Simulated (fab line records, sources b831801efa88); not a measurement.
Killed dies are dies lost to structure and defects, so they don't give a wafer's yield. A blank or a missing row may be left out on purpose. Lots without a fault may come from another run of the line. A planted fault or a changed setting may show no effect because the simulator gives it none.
Which tool did it? | flow sky130 | 13 lots, 39 wafers sampled, at 5 steps of a route of 708

WHAT THE GAUGES READ, wafer by wafer
SKY_VT_ADJUST_HVTR_OVL_MEAS_08.
lot  | measured     | on         | VT_ADJUST_HVTR_OVL (nm)
L769 | day 9 18:27  | overlay-01 | -1.5 0.3 -0.1
L770 | day 10 04:35 | overlay-01 | -0.9 0.7 -2.3
L771 | day 10 06:25 | overlay-02 | 0.4 -1.7 -0.7
L772 | day 10 11:52 | overlay-01 | -3.5 -0.6 -0.8
L774 | day 11 05:23 | overlay-01 | 0.3 1.1 0.2
L775 | day 11 16:01 | overlay-02 | 0.8 0.0 0.5
L777 | day 12 01:40 | overlay-01 | -2.2 -1.6 -2.1
L784 | day 14 09:47 | overlay-01 | 0.0 -2.1 -2.2
L785 | day 14 12:46 | overlay-01 | -1.9 -1.8 -3.4
L786 | day 15 14:01 | overlay-02 | -1.3 -1.4 0.2
L787 | day 15 16:18 | overlay-01 | -0.6 -1.8 -1.5
L789 | day 16 01:18 | overlay-02 | -0.5 -0.7 -1.3
L790 | day 16 07:33 | overlay-02 | -0.6 1.6 -0.5

SKY_GATE_OXIDE_THK_MEAS_02.
lot  | measured     | on            | GATE_OXIDE_OXIDATION_00_THK (nm)
L769 | day 13 02:26 | film_metro-02 | 10.37 10.35 10.02
L770 | day 13 12:37 | film_metro-03 | 10.16 10.24 10.36
L771 | day 13 14:01 | film_metro-02 | 10.23 9.90 9.98
L772 | day 13 22:58 | film_metro-01 | 10.12 10.21 10.09
L774 | day 14 18:55 | film_metro-03 | 10.22 10.10 10.33
L775 | day 15 05:26 | film_metro-01 | 9.30 9.43 9.40
L777 | day 15 17:52 | film_metro-03 | 9.42 9.39 9.18
L784 | day 18 06:23 | film_metro-01 | 10.19 10.27 10.12
L785 | day 18 09:19 | film_metro-03 | 10.20 10.29 10.08
L786 | day 19 12:06 | film_metro-02 | 10.12 10.22 10.16
L787 | day 19 13:50 | film_metro-03 | 10.58 10.56 10.52
L789 | day 19 23:21 | film_metro-01 | 10.41 10.21 10.21
L790 | day 20 11:53 | film_metro-01 | 10.34 10.35 10.34

SKY_GATE_OXIDE_TW_MEAS_14.
lot  | measured     | on            | GATE_OXIDE_TW
L769 | day 14 03:59 | film_metro-02 | 220.8 220.0 220.8
L770 | day 14 14:47 | film_metro-01 | 225.2 225.1 224.2
L771 | day 14 16:09 | film_metro-03 | 220.8 221.5 219.9
L772 | day 15 01:42 | film_metro-03 | 219.2 219.7 218.8
L774 | day 15 23:06 | film_metro-01 | 224.0 224.2 223.2
L775 | day 16 09:37 | film_metro-01 | 225.2 225.1 225.4
L777 | day 16 22:16 | film_metro-02 | 221.5 221.8 221.7
L784 | day 19 13:04 | film_metro-02 | 221.9 223.1 222.3
L785 | day 19 15:40 | film_metro-02 | 222.9 222.7 224.9
L786 | day 20 19:23 | film_metro-01 | 227.6 227.7 226.9
L787 | day 20 20:57 | film_metro-01 | 227.5 226.5 226.5
L789 | day 21 06:40 | film_metro-02 | 224.9 221.9 224.3
L790 | day 21 19:14 | film_metro-01 | 227.7 227.0 226.7

SKY_POLY_GATE_THK_MEAS_01.
lot  | measured     | on            | POLY_GATE_CVD_00_THK (nm)
L769 | day 14 07:25 | film_metro-02 | 181.9 182.0 180.5
L770 | day 14 18:20 | film_metro-02 | 184.6 184.5 183.6
L771 | day 14 19:52 | film_metro-02 | 178.0 177.9 178.1
L772 | day 15 04:32 | film_metro-03 | 180.3 180.3 178.9
L774 | day 16 02:53 | film_metro-03 | 179.2 179.9 178.5
L775 | day 16 12:46 | film_metro-04 | 180.4 180.0 180.5
L777 | day 17 01:46 | film_metro-03 | 182.3 182.2 180.0
L784 | day 19 16:11 | film_metro-02 | 179.2 181.4 180.4
L785 | day 19 18:31 | film_metro-03 | 183.5 181.2 182.6
L786 | day 20 22:14 | film_metro-03 | 180.0 178.7 180.2
L787 | day 20 23:53 | film_metro-04 | 178.6 177.9 177.7
L789 | day 21 09:31 | film_metro-03 | 179.0 178.9 178.7
L790 | day 21 22:05 | film_metro-02 | 180.5 180.7 179.8

WHICH TOOL RAN EACH LOT (tool, then ch and the chambers of the sampled wafers, then the start)
lot  | SKY_GATE_OXIDE_OXIDATION_01
L769 | furnace-02 ch 0, day 13 01:02
L770 | furnace-01 ch 0, day 13 11:12
L771 | furnace-01 ch 0, day 13 12:37
L772 | furnace-02 ch 0, day 13 21:33
L774 | furnace-01 ch 0, day 14 17:31
L775 | furnace-01 ch 0, day 15 04:02
L777 | furnace-01 ch 0, day 15 16:28
L784 | furnace-01 ch 0, day 18 04:59
L785 | furnace-01 ch 0, day 18 07:53
L786 | furnace-01 ch 0, day 19 10:41
L787 | furnace-01 ch 0, day 19 12:25
L789 | furnace-01 ch 0, day 19 21:56
L790 | furnace-01 ch 0, day 20 10:29
- SKY_GATE_OXIDE_OXIDATION_01: stabilise 600 s, purge 300 s, target thk 10.268 nm.

WHAT THE TOOLS THEMSELVES READ (means of the sampled wafers that have a number; where no wafer has one, the mark that the record gives instead)
SKY_GATE_OXIDE_OXIDATION_01.
lot  | tool       | zone_power_lower_pct (%)
L769 | furnace-02 | 19.4
L770 | furnace-01 | 16.8
L771 | furnace-01 | 16.8
L772 | furnace-02 | 19.4
L774 | furnace-01 | 16.8
L775 | furnace-01 | 16.8
L777 | furnace-01 | 16.7
L784 | furnace-01 | 16.9
L785 | furnace-01 | 16.9
L786 | furnace-01 | 16.8
L787 | furnace-01 | 16.9
L789 | furnace-01 | 16.8
L790 | furnace-01 | 16.8

THE ANSWER, worked out from the rows above alone
Rule: what is usual is taken from the lots themselves. Put in order of their means at a reading, lots are off if they are a third of the lots or fewer, leave a main group of 4 or more, and stand apart from it by a gap of 3 or more times the standard deviation of the main group's means; of several such gaps the widest counts. A main group whose means are all the same, to the digits that the tables above print for the reading, isn't used. A lot without any number at a reading at which 4 lots or more have one is off too. The other lots that the step has rows for count as sound. The gauges are gone through in route order, then the tools' own readings, and for those a lot's mean is taken as printed above. The first step at which some lot is off is used, and at that step the reading that is off furthest; a lot without a number counts as furthest.
Off: L775, L777, at SKY_GATE_OXIDE_THK_MEAS_02 (GATE_OXIDE_OXIDATION_00_THK). The main group: mean 10.24 nm, standard deviation 0.13.
A tool fits if, at a process step before that reading, it ran every lot that is off, and no sound lot after the first of them. The gauges at SKY_GATE_OXIDE_THK_MEAS_02 are tried like those tools. None of those tried fits.

WHAT THE SIMULATOR HAD PUT IN
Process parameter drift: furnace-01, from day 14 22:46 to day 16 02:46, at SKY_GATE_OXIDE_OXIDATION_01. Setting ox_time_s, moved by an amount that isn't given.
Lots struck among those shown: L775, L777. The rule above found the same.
